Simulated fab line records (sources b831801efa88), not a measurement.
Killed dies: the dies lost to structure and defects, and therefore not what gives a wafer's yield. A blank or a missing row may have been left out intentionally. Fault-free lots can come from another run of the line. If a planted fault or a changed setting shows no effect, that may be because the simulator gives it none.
fab line records	flow sky130
record lots=11	wafers=33	lastDay=50
route steps=708 shown VIA2@522 VIA3@576 METAL4@601 PAD_OPEN@708
lots with no fault: from the same line, run without faults
startH: start of the lot's first displayed wafer, in hours after the record's first day	waitH: time in hours since the lot's previous step	" as in the row above	L1.1+2: a single row standing in for several wafers	- value missing, or start not given	* or withheld: withheld	< > ~ a bound
route shown NAME@n: NAME is a module with steps in the file, n the number in the route of the first one	usual: mean and standard deviation over wafers with no fault	same: alike in all rows	chamber/n: place in a boat	sites: each site's reading	_std_site: standard deviation across them	_edge_site: outer sites' mean less inner sites'	radiusMm: how far each site lies from the wafer's centre	mask NAME#n: copy n	behind: tool/chamber where the wafer was last shaped	hold: reason for holding the lot/hours on hold/outcome of the hold	device: which transistor (n, p or np) failed to switch	end of line: tests of these same wafers at the route's end	for a step that has no rows: nothing shown but its recipe	killed: at the first sort, the dies lost to defects and structure; wafer yield is something else	map: shows each die of a wafer: x if killed, . if not, _ if none is there
set.NAME: the setting as run; set.NAME@STEP: as run at that earlier step	model.NAME: the simulator's own value behind a step, which no gauge read
the route's steps for a sample of lots (tables are steps, rows are wafers)
services: a tool's chamber out of use, with start hour (startH, from the record's first day; less than 0 if before it), hours out, and reason
## steps
# step SKY_VIA2_ETCH_15
# recipe target=SiO2	chemistry=C4F8/O2/Ar	targetDepthNm=546	stopOn=TiN	maskMaterial=KrF-thick	sourceW=1500	biasW=1200	pressureMtorr=40	c4f8FlowSccm=withheld	O2_flow_sccm=6	Ar_flow_sccm=300	timeS=84
# usual oesProductAu=0.939/0.0047
lot.wafer	tool	chamber	startH	waitH	oesProductAu	rfHoursCounterH
L142.1	rieDiel-02	3	848.60	0.0	0.933	30
L142.3	"	1	"	"	0.934	16
L142.5	"	2	"	"	0.935	-
L146.1	rieDiel-04	1	875.45	0.0	0.943	13
L146.3	"	2	"	"	0.933	3
L146.5	"	1	"	"	0.934	-
L148.1	rieDiel-04	0	914.99	0.0	0.940	12
L148.2	"	3	"	"	0.938	7
L148.4	"	1	"	"	0.939	13
L149.2	rieDiel-01	0	917.89	0.0	0.933	18
L149.4	"	1	"	"	0.942	11
L149.5	"	3	"	"	0.939	-
L150.2	rieDiel-02	0	918.22	0.0	0.936	1
L150.5	"	3	"	"	0.931	-
L150.6	"	0	"	"	0.937	-
L153.1	rieDiel-01	3	929.22	0.0	0.933	18
L153.5	"	0	"	"	0.938	-
L153.6	"	1	"	"	0.948	-
L157.2	rieDiel-04	0	959.97	0.0	0.938	13
L157.4	"	2	"	"	0.939	-
L157.5	"	1	"	"	0.943	-
L159.4	rieDiel-01	2	970.22	0.0	0.943	19
L159.5	"	2	"	"	0.936	-
L159.6	"	1	"	"	0.940	-
L162.2	rieDiel-02	2	994.90	0.0	0.942	10
L162.3	"	3	"	"	0.942	4
L162.4	"	0	"	"	0.933	3
L163.1	rieDiel-02	1	998.35	0.0	0.939	22
L163.4	"	0	"	"	0.933	3
L163.6	"	1	"	"	0.938	-
L165.1	rieDiel-01	1	1006.79	0.0	0.942	14
L165.2	"	0	"	"	0.942	21
L165.3	"	3	"	"	0.947	21
# step SKY_VIA3_BOW_MEAS_03
# recipe mode=bow
# usual VIA3_BOW=80/6.4
lot.wafer	tool	chamber	startH	waitH	VIA3_BOW[um]
L142.1	filmMetro-02	-	903.23	0.2	78
L142.3	"	-	"	"	100
L142.5	"	-	"	"	77
L146.1	filmMetro-03	-	933.39	0.1	91
L146.3	"	-	"	"	78
L146.5	"	-	"	"	77
L148.1	filmMetro-02	-	971.51	0.1	71
L148.2	"	-	"	"	79
L148.4	"	-	"	"	76
L149.2	filmMetro-03	-	974.87	0.3	81
L149.4	"	-	"	"	71
L149.5	"	-	"	"	78
L150.2	filmMetro-03	-	977.14	0.2	86
L150.5	"	-	"	"	91
L150.6	"	-	"	"	82
L153.1	filmMetro-01	-	983.68	0.2	79
L153.5	"	-	"	"	79
L153.6	"	-	"	"	64
L157.2	filmMetro-03	-	1011.67	0.2	77
L157.4	"	-	"	"	72
L157.5	"	-	"	"	81
L159.4	filmMetro-02	-	1020.72	0.4	76
L159.5	"	-	"	"	80
L159.6	"	-	"	"	81
L162.2	filmMetro-02	-	1044.12	0.2	85
L162.3	"	-	"	"	80
L162.4	"	-	"	"	84
L163.1	filmMetro-01	-	1047.73	0.2	80
L163.4	"	-	"	"	80
L163.6	"	-	"	"	84
L165.1	filmMetro-02	-	1055.07	0.2	70
L165.2	"	-	"	"	80
L165.3	"	-	"	"	79
# step SKY_VIA3_ETCH_15
# recipe target=SiO2	chemistry=C4F8/O2/Ar	targetDepthNm=507	stopOn=TiN	maskMaterial=KrF-thick	sourceW=1500	biasW=1200	pressureMtorr=40	c4f8FlowSccm=withheld	O2_flow_sccm=6	Ar_flow_sccm=300	timeS=78
# usual oesProductAu=0.945/0.005
lot.wafer	tool	chamber	startH	waitH	oesProductAu	rfHoursCounterH
L142.1	rieDiel-03	2	926.67	0.0	0.945	6
L142.3	"	3	"	"	0.946	18
L142.5	"	3	"	"	0.951	-
L146.1	rieDiel-02	2	957.29	0.0	0.954	8
L146.3	"	1	"	"	0.945	21
L146.5	"	3	"	"	0.941	-
L148.1	rieDiel-01	3	995.39	0.0	0.952	20
L148.2	"	0	"	"	0.951	20
L148.4	"	1	"	"	0.950	-
L149.2	rieDiel-01	3	999.35	0.0	0.947	20
L149.4	"	0	"	"	0.936	-
L149.5	"	1	"	"	0.947	-
L150.2	rieDiel-01	3	1001.19	0.0	0.953	20
L150.5	"	1	"	"	0.948	-
L150.6	"	3	"	"	0.945	-
L153.1	rieDiel-03	2	1007.34	0.0	0.939	9
L153.5	"	0	"	"	0.941	-
L153.6	"	3	"	"	0.942	-
L157.2	rieDiel-03	0	1034.90	0.0	0.708	6
L157.4	"	3	"	"	0.700	21
L157.5	"	1	"	"	0.694	-
L159.4	rieDiel-03	3	1043.99	0.0	0.703	21
L159.5	"	3	"	"	0.705	-
L159.6	"	2	"	"	0.716	-
L162.2	rieDiel-02	2	1066.25	0.0	0.943	12
L162.3	"	3	"	"	0.939	6
L162.4	"	1	"	"	0.952	24
L163.1	rieDiel-02	3	1069.80	0.0	0.948	6
L163.4	"	1	"	"	0.952	24
L163.6	"	2	"	"	0.946	-
L165.1	rieDiel-01	2	1077.47	0.0	0.940	22
L165.2	"	1	"	"	0.944	17
L165.3	"	3	"	"	0.943	23
# step SKY_VIA3_STRIP_16
# recipe chemistry=O2/N2	powerW=1400	pressureMtorr=1500	platenTempC=withheld	o2FlowSccm=3000	n2FlowSccm=300	overashFraction=0.5
# usual drypumpMotorCurrentA=5.53/0.27	oesProductAu=0.402/0.0043	stripTimeToEndpointS=4.128/0.023
lot.wafer	tool	chamber	startH	waitH	drypumpMotorCurrentA	oesProductAu	rfHoursCounterH	stripTimeToEndpointS
L142.1	plasmaAsher-01	1	926.73	0.0	5.49	0.391	82	4.110
L142.3	"	1	"	"	5.50	0.402	-	4.106
L142.5	"	0	"	"	5.47	0.399	-	4.117
L146.1	plasmaAsher-03	1	957.35	0.0	5.55	0.402	51	4.144
L146.3	"	0	"	"	5.96	0.396	-	4.122
L146.5	"	1	"	"	5.58	0.396	-	4.125
L148.1	plasmaAsher-01	0	995.45	0.0	5.42	0.402	89	4.147
L148.2	"	1	"	"	5.48	0.401	89	4.136
L148.4	"	0	"	"	5.44	0.408	-	4.155
L149.2	plasmaAsher-04	0	999.41	0.0	5.66	0.400	114	4.122
L149.4	"	0	"	"	5.64	0.405	-	4.082
L149.5	"	0	"	"	5.61	0.407	-	4.123
L150.2	plasmaAsher-04	0	1001.25	0.0	5.63	0.400	115	4.163
L150.5	"	0	"	"	5.64	0.405	-	4.152
L150.6	"	1	"	"	5.08	0.402	-	4.131
L153.1	plasmaAsher-04	0	1007.40	0.0	5.62	0.405	116	4.147
L153.5	"	1	"	"	5.06	0.406	-	4.119
L153.6	"	0	"	"	5.62	0.403	-	4.122
L157.2	plasmaAsher-03	0	1034.96	0.0	5.98	0.416	59	4.611
L157.4	"	1	"	"	5.57	0.425	-	4.608
L157.5	"	1	"	"	5.55	0.416	-	4.662
L159.4	plasmaAsher-04	1	1044.09	0.1	5.06	0.421	-	4.652
L159.5	"	1	"	"	5.07	0.422	-	4.637
L159.6	"	0	"	"	5.63	0.422	-	4.634
L162.2	plasmaAsher-03	0	1066.31	0.0	5.98	0.402	62	4.161
L162.3	"	0	"	"	5.98	0.402	-	4.154
L162.4	"	1	"	"	5.53	0.410	-	4.148
L163.1	plasmaAsher-01	0	1069.86	0.0	5.45	0.403	97	4.163
L163.4	"	1	"	"	5.47	0.395	-	4.122
L163.6	"	1	"	"	5.50	0.404	-	4.145
L165.1	plasmaAsher-03	0	1077.53	0.0	6.00	0.406	63	4.101
L165.2	"	1	"	"	5.53	0.397	63	4.125
L165.3	"	0	"	"	6.01	0.399	-	4.119
# step SKY_METAL4_SPUTTER_03
# recipe material=Ti	targetThkNm=5	powerW=3000	timeS=3.3	chamberPressurePa=0.4
# usual throttleValvePct=30.1/0.82
lot.wafer	tool	chamber	startH	waitH	throttleValvePct
L142.1	pvdSputter-03	-	932.58	0.0	30.5
L142.3	"	-	"	"	29.5
L142.5	"	-	"	"	30.0
L146.1	pvdSputter-01	-	958.73	0.0	30.8
L146.3	"	-	"	"	29.5
L146.5	"	-	"	"	29.3
L148.1	pvdSputter-04	-	996.80	0.0	30.4
L148.2	"	-	"	"	28.6
L148.4	"	-	"	"	29.5
L149.2	pvdSputter-01	-	1000.76	0.0	30.6
L149.4	"	-	"	"	29.1
L149.5	"	-	"	"	30.9
L150.2	pvdSputter-04	-	1002.77	0.0	31.4
L150.5	"	-	"	"	28.7
L150.6	"	-	"	"	30.3
L153.1	pvdSputter-01	-	1009.18	0.0	31.3
L153.5	"	-	"	"	29.3
L153.6	"	-	"	"	31.0
L162.2	pvdSputter-01	-	1067.68	0.0	29.3
L162.3	"	-	"	"	30.8
L162.4	"	-	"	"	29.5
L163.1	pvdSputter-04	-	1071.30	0.0	31.4
L163.4	"	-	"	"	31.6
L163.6	"	-	"	"	28.7
L165.1	pvdSputter-01	-	1079.38	0.0	29.5
L165.2	"	-	"	"	29.9
L165.3	"	-	"	"	31.4
# step SKY_PAD_OPEN_PROBE_99
# usual defectLimitedYield=82.2/1.8	killed_at_M0_to_M3=44/7.1	killed_at_M4_up=3.1/1.9	killedAtContacts=25/5.8	killedAtFrontEnd=16/4.5	killedAtOther=0.3/0.52	killedDies=88/9.1	killedOnRim=17/4	killedOpen=48/6.8	killedShort=39/5.8	sort_bin_3_pad_short=0.9/0.4	sort_bin_5_function=10.6/1.4	sort_bin_6_memory=6.3/1.1	sortNPass=404/9.1	sortYieldPct=82.2/1.8
# same grossDies=492	killedAtBackSide=0	sort_bin_4_leakage[%]=0	sort_bin_8_speed[%]=0
lot.wafer	tool	chamber	startH	waitH	defectLimitedYield[%]	killed_at_M0_to_M3	killed_at_M4_up	killedAtContacts	killedAtFrontEnd	killedAtOther	killedDies	killedOnRim	killedOpen	killedShort	sort_bin_3_pad_short[%]	sort_bin_5_function[%]	sort_bin_6_memory[%]	sortNPass	sortYieldPct[%]
L142.1	prober-01	-	1077.41	0.1	83.9	39	5	20	15	0	79	8	40	37	1.0	9.3	5.7	413	83.9
L142.3	prober-01	-	1077.51	0.2	84.1	47	0	17	14	0	78	24	43	35	0.8	7.9	7.1	414	84.1
L142.5	prober-01	-	1077.61	0.2	84.8	39	2	17	17	0	75	12	43	31	0.6	9.8	4.9	417	84.8
L149.2	prober-02	-	1135.57	0.1	82.1	38	6	24	19	1	88	18	51	36	0.6	12.4	4.9	404	82.1
L149.4	prober-02	-	1135.67	0.2	77.8	50	4	37	17	1	109	22	66	42	1.4	12.8	7.9	383	77.8
L149.5	prober-02	-	1135.72	0.2	81.1	48	5	28	11	1	93	20	48	44	0.6	12.2	6.1	399	81.1
L153.1	prober-02	-	1143.34	0.1	83.9	38	4	25	11	1	79	14	44	35	0.6	8.9	6.5	413	83.9
L153.5	prober-02	-	1143.54	0.2	80.1	44	4	29	21	0	98	15	60	38	1.0	12.8	6.1	394	80.1
L153.6	prober-02	-	1143.59	0.2	80.7	44	1	30	20	0	95	21	53	40	1.2	11.6	6.5	397	80.7
L157.2	prober-02	-	1165.40	0.1	0	449	5	26	12	0	492	96	49	33	0.6	92.7	6.7	0	0
L157.4	prober-02	-	1165.50	0.2	0	443	2	28	18	1	492	96	43	40	0.6	93.9	5.5	0	0
L157.5	prober-02	-	1165.55	0.2	0	439	5	26	22	0	492	96	52	39	1.8	91.9	6.3	0	0
L159.4	prober-02	-	1171.46	0.2	0	457	1	17	17	0	492	96	48	41	0.4	93.1	6.5	0	0
L159.5	prober-02	-	1171.51	0.2	0	453	4	12	23	0	492	96	45	40	0.8	92.7	6.5	0	0
L159.6	prober-02	-	1171.56	0.2	0	453	4	21	14	0	492	96	37	36	1.6	93.9	4.5	0	0
L162.2	prober-01	-	1188.01	0.1	83.9	36	1	26	16	0	79	20	43	36	1.6	8.1	6.3	413	83.9
L162.3	prober-01	-	1188.06	0.2	80.7	45	2	25	23	0	95	17	51	44	1.6	11.4	6.3	397	80.7
L162.4	prober-01	-	1188.11	0.2	80.3	48	3	27	19	0	97	20	48	49	0.8	12.8	6.1	395	80.3
L163.1	prober-02	-	1191.61	0.1	80.3	50	2	26	19	0	97	20	57	40	0.6	12.2	6.9	395	80.3
L163.4	prober-02	-	1191.76	0.2	80.3	50	10	23	14	0	97	15	54	42	1.6	10.4	7.7	395	80.3
L163.6	prober-02	-	1191.86	0.2	80.5	45	1	38	12	0	96	21	58	38	0.2	12.4	6.9	396	80.5
# killed by level:class
L142.1 LI_CONTACT:geometricParticle:open=7 VIA2:geometricParticle:open=7 METAL2:geometricParticle:short=7 FIELD_ISO:geometricParticle:short=6 CONTACT:geometricParticle:open=6 VIA3:geometricParticle:open=6 VIA1:geometricParticle:short=4 SPACER:geometricParticle:open=3
L142.3 CONTACT:geometricParticle:open=9 VIA1:geometricParticle:open=8 VIA2:geometricParticle:open=8 METAL1:geometricParticle:short=7 VIA3:geometricParticle:open=7 FIELD_ISO:geometricParticle:open=5 FIELD_ISO:geometricParticle:short=5 METAL2:geometricParticle:short=5
L142.5 FIELD_ISO:geometricParticle:open=8 METAL2:geometricParticle:short=8 VIA1:geometricParticle:open=7 CONTACT:geometricParticle:open=7 VIA3:geometricParticle:open=6 VIA2:geometricParticle:open=5 LI_CONTACT:geometricParticle:open=4 METAL1:geometricParticle:short=4
L149.2 LI_CONTACT:geometricParticle:open=8 CONTACT:geometricParticle:open=8 VIA1:geometricParticle:open=8 VIA3:geometricParticle:open=6 CONTACT:geometricParticle:short=5 METAL2:geometricParticle:open=5 FIELD_ISO:geometricParticle:short=4 FIELD_ISO:geometricParticle:open=4
L149.4 VIA1:geometricParticle:open=14 CONTACT:geometricParticle:open=12 LI_CONTACT:geometricParticle:open=10 VIA3:geometricParticle:open=9 METAL1:geometricParticle:short=7 POLY_GATE:geometricParticle:open=6 CONTACT:geometricParticle:short=5 METAL2:geometricParticle:short=5
L149.5 VIA1:geometricParticle:open=15 LOCAL_INTERCONNECT:geometricParticle:short=9 VIA3:geometricParticle:open=8 CONTACT:geometricParticle:open=7 METAL1:geometricParticle:short=6 FIELD_ISO:geometricParticle:short=4 CONTACT:geometricParticle:short=4 VIA1:geometricParticle:short=4
L153.1 CONTACT:geometricParticle:open=11 VIA2:geometricParticle:open=10 VIA1:geometricParticle:open=9 LOCAL_INTERCONNECT:geometricParticle:short=5 METAL1:geometricParticle:short=5 POLY_GATE:geometricParticle:short=4 LI_CONTACT:geometricParticle:open=4 FIELD_ISO:geometricParticle:open=3
L153.5 CONTACT:geometricParticle:open=14 VIA1:geometricParticle:open=10 VIA2:geometricParticle:open=8 POLY_GATE:geometricParticle:short=7 LI_CONTACT:geometricParticle:open=7 VIA3:geometricParticle:open=7 VIA1:geometricParticle:short=7 FIELD_ISO:geometricParticle:open=4
L153.6 VIA1:geometricParticle:open=11 CONTACT:geometricParticle:open=10 LI_CONTACT:geometricParticle:open=7 LOCAL_INTERCONNECT:geometricParticle:short=7 FIELD_ISO:geometricParticle:open=6 VIA3:geometricParticle:open=6 CONTACT:geometricParticle:short=6 FIELD_ISO:geometricParticle:short=5
L157.2 VIA3:areaEtch=410 VIA1:geometricParticle:open=13 LI_CONTACT:geometricParticle:open=9 CONTACT:geometricParticle:open=7 CONTACT:geometricParticle:short=5 VIA2:geometricParticle:open=5 VIA3:geometricParticle:open=5 METAL4:geometricParticle:short=4
L157.4 VIA3:areaEtch=408 VIA1:geometricParticle:open=8 LI_CONTACT:geometricParticle:open=7 VIA3:geometricParticle:open=7 CONTACT:geometricParticle:short=7 POLY_GATE:geometricParticle:open=6 FIELD_ISO:geometricParticle:short=5 CONTACT:geometricParticle:open=5
L157.5 VIA3:areaEtch=398 VIA1:geometricParticle:open=10 CONTACT:geometricParticle:open=8 FIELD_ISO:geometricParticle:short=7 FIELD_ISO:geometricParticle:open=6 LI_CONTACT:geometricParticle:open=6 CONTACT:geometricParticle:short=6 VIA2:geometricParticle:open=6
L159.4 VIA3:areaEtch=403 VIA1:geometricParticle:open=16 METAL2:geometricParticle:short=10 VIA3:geometricParticle:short=6 LI_CONTACT:geometricParticle:open=6 VIA1:geometricParticle:short=6 FIELD_ISO:geometricParticle:open=5 FIELD_ISO:geometricParticle:short=5
L159.5 VIA3:areaEtch=407 VIA1:geometricParticle:open=17 METAL2:geometricParticle:short=7 POLY_GATE:geometricParticle:short=6 VIA1:geometricParticle:short=6 SPACER:geometricParticle:open=4 VIA2:geometricParticle:open=4 VIA3:geometricParticle:open=4
L159.6 VIA3:areaEtch=419 VIA1:geometricParticle:open=9 CONTACT:geometricParticle:open=7 POLY_GATE:geometricParticle:short=5 LI_CONTACT:geometricParticle:open=5 METAL1:geometricParticle:short=5 VIA1:geometricParticle:short=5 FIELD_ISO:geometricParticle:short=4
L162.2 CONTACT:geometricParticle:open=11 POLY_GATE:geometricParticle:short=8 LI_CONTACT:geometricParticle:open=7 VIA1:geometricParticle:open=7 METAL2:geometricParticle:short=5 POLY_GATE:geometricParticle:open=4 VIA1:geometricParticle:short=4 VIA3:geometricParticle:open=4
L162.3 VIA1:geometricParticle:open=11 METAL2:geometricParticle:short=9 LI_CONTACT:geometricParticle:open=9 CONTACT:geometricParticle:open=9 POLY_GATE:geometricParticle:short=7 FIELD_ISO:geometricParticle:open=5 METAL1:geometricParticle:short=5 CONTACT:geometricParticle:short=4
L162.4 VIA1:geometricParticle:open=9 VIA2:geometricParticle:open=8 POLY_GATE:geometricParticle:short=7 LI_CONTACT:geometricParticle:open=7 CONTACT:geometricParticle:open=7 LI_CONTACT:geometricParticle:short=5 LOCAL_INTERCONNECT:geometricParticle:short=5 METAL2:geometricParticle:short=5
L163.1 VIA3:geometricParticle:open=11 CONTACT:geometricParticle:open=10 VIA1:geometricParticle:open=10 METAL1:geometricParticle:short=6 VIA1:geometricParticle:short=6 FIELD_ISO:geometricParticle:open=5 POLY_GATE:geometricParticle:short=5 CONTACT:geometricParticle:short=5
L163.4 VIA2:geometricParticle:open=10 LI_CONTACT:geometricParticle:open=9 VIA1:geometricParticle:open=9 METAL4:geometricParticle:short=8 METAL1:geometricParticle:short=7 METAL2:geometricParticle:short=6 VIA3:geometricParticle:open=6 POLY_GATE:geometricParticle:open=5
L163.6 CONTACT:geometricParticle:open=16 VIA1:geometricParticle:open=15 CONTACT:geometricParticle:short=8 LI_CONTACT:geometricParticle:open=6 METAL1:geometricParticle:short=6 VIA2:geometricParticle:open=5 POLY_GATE:geometricParticle:open=4 LOCAL_INTERCONNECT:geometricParticle:short=4
## services
tool	chamber	startH	hours	kind
rieDiel-04	0	841.54	22.2	repair
plasmaAsher-03	-	846.38	1.7	repair
rieDiel-03	1	863.55	5.5	repair
rieDiel-02	0	865.92	7.0	repair
pvdSputter-04	-	880.99	3.0	repair
rieDiel-01	1	888.62	16.4	repair
rieDiel-03	2	901.69	3.1	repair
plasmaAsher-04	-	908.29	2.4	repair
pvdSputter-04	-	909.13	11.2	repair
rieDiel-03	0	917.70	12.1	repair
plasmaAsher-03	-	938.94	3.4	repair
rieDiel-01	1	956.50	1.6	repair
rieDiel-03	3	958.09	16.4	repair
rieDiel-04	3	959.43	5.1	repair
plasmaAsher-03	-	965.16	2.2	repair
plasmaAsher-03	-	967.63	5.9	repair
pvdSputter-04	-	968.50	10.7	repair
plasmaAsher-04	-	989.01	10.1	repair
rieDiel-01	2	989.92	17.1	repair
plasmaAsher-03	-	1008.80	0.3	repair
rieDiel-02	-	1026.19	1.0	repair
plasmaAsher-04	-	1055.25	9.0	pm
rieDiel-01	0	1066.99	7.0	repair
rieDiel-01	3	1073.34	2.6	repair
## key
firstSign step=SKY_VIA3_ETCH_15	reading=oesProductAu	direction=down	sigmas=49	usual=0.945	struck=0.704
effect step=SKY_VIA3_STRIP_16	reading=stripTimeToEndpointS	direction=up	sigmas=22	usual=*	struck=*
effect step=SKY_PAD_OPEN_PROBE_99	reading=sort_bin_5_function	direction=up	sigmas=57	usual=10.6	struck=93.0
moreKillsBornAt SKY_VIA3_ETCH_15@rieDiel-03=2445
metAt SKY_VIA3_ETCH_15
struckLots L157,L159
laterRowsLeftOut L157.2,L157.4,L157.5,L159.4,L159.5,L159.6
notActingAt SKY_VIA2_ETCH_15,SKY_VIA3_BOW_MEAS_03,SKY_METAL4_SPUTTER_03
onsetBetween 1007.34 1034.90
fault kind=processParameterDrift	tool=rieDiel-03	chamber=-	onsetH=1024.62	steps=SKY_VIA3_ETCH_15	channel=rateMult	offset=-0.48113	shape=step	endH=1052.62
# laterRowsLeftOut: the simulator's readings of these wafers behind a module that went badly wrong aren't trusted and aren't shown, but for the sort
